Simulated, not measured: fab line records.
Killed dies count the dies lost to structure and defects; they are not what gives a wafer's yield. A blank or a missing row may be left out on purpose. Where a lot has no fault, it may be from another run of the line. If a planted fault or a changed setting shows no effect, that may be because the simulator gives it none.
Split-lot study    flow sky130    23 wafers read from 5 lots, route of 708 steps

ON THE SPLIT
At SKY_FIELD_ISO_CVD_03 (deposits Si3N4 from DCS/NH3, target thk 165 nm, time 2830 s), the setting temp-c was moved away from the recipe's 770 C on 20 of the 23 wafers read, by -2.9% to +1.7%. For the rest of the wafers, this setting stayed at what the recipe calls for.

FROM THE SPLIT TO THE READING: what the file shows between them, 6 steps
- SKY_FIELD_ISO_THK_MEAS_04
- SKY_FIELD_ISO_EXPOSE_10: exposes mask FOM, target cd 150 nm (also split here: dose-mj)
- SKY_FIELD_ISO_PEB_11
- SKY_FIELD_ISO_DEVELOP_12: develop time 60 s
- SKY_FIELD_ISO_CD_MEAS_13: target cd 150 nm
- SKY_FIELD_ISO_ETCH_14: etches BARC in N2/H2, stops on SiO2, time 45.9 s, target depth 60 nm (also split here: time-s)

THE READING
oes-product-au, in a.u., at SKY_FIELD_ISO_ETCH_15 (etches the open film in CHF3/O2, stops on Si, target depth 180 nm, time 72 s). Typical for fault-free wafers on this fab line: 0.949 a.u., with standard deviation 0.0076 a.u.

wafer   tool, chamber at the split  temp-c as run, C  against the recipe  oes-product-au, a.u.  against lot-mates on the recipe
L076.2  -, -                        756.4             -1.8%               0.824                 no lot-mate on the recipe
L076.3  -, -                        756.4             -1.8%               0.821                 no lot-mate on the recipe
L076.4  -, -                        756.4             -1.8%               0.827                 no lot-mate on the recipe
L076.5  -, -                        756.4             -1.8%               0.826                 no lot-mate on the recipe
L076.6  -, -                        756.4             -1.8%               0.820                 no lot-mate on the recipe
L080.1  -, -                        783.3             +1.7%               0.998                 no lot-mate on the recipe
L080.3  -, -                        783.3             +1.7%               0.990                 no lot-mate on the recipe
L080.4  -, -                        783.3             +1.7%               0.993                 no lot-mate on the recipe
L080.5  -, -                        783.3             +1.7%               0.998                 no lot-mate on the recipe
L080.6  -, -                        783.3             +1.7%               0.984                 no lot-mate on the recipe
L081.1  -, -                        753               -2.2%               0.790                 no lot-mate on the recipe
L081.2  -, -                        753               -2.2%               0.783                 no lot-mate on the recipe
L081.3  -, -                        753               -2.2%               0.787                 no lot-mate on the recipe
L081.4  -, -                        753               -2.2%               0.785                 no lot-mate on the recipe
L081.6  -, -                        753               -2.2%               0.782                 no lot-mate on the recipe
L082.1  -, -                        747.5             -2.9%               0.741                 no lot-mate on the recipe
L082.2  -, -                        747.5             -2.9%               0.744                 no lot-mate on the recipe
L082.4  -, -                        747.5             -2.9%               0.735                 no lot-mate on the recipe
L082.5  -, -                        747.5             -2.9%               0.745                 no lot-mate on the recipe
L082.6  -, -                        747.5             -2.9%               0.750                 no lot-mate on the recipe
L084.3  lpcvd-02, 1                 770               recipe              0.948                 -
L084.5  lpcvd-02, 1                 770               recipe              0.950                 -
L084.6  lpcvd-02, 1                 770               recipe              0.946                 -

FIT RESULTS
A straight line over all 23 wafers: oes-product-au changes by +0.0549 a.u. for each +1% of temp-c; r = +0.99; the points scatter about the line by 0.017 a.u.
Too few moved wafers with a lot-mate on the recipe to fit a line net of each lot's own level.

THE WHOLE CHAIN: every reading that the file lists as answering this split, in the file's order
step                       what it does                                                                  reading                                                                            change (the file's fit)                   r (the file's)
SKY_FIELD_ISO_CVD_03       deposits Si3N4 from DCS/NH3, target thk 165 nm, time 2830 s                   Si3N4_of_FIELD_ISO_CVD_03.thk-nm (the simulator's own value, which no gauge read)  +23.3 nm for each +1% of the setting      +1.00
SKY_FIELD_ISO_THK_MEAS_04                                                                                FIELD_ISO_CVD_03_THK                                                               +23.3 for each +1% of the setting         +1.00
SKY_FIELD_ISO_ETCH_15      etches the open film in CHF3/O2, stops on Si, target depth 180 nm, time 72 s  oes-product-au                                                                     +0.0549 a.u. for each +1% of the setting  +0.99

FILE'S OWN FIT
oes-product-au changes by +0.0549 a.u. for each +1% of temp-c, r = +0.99.
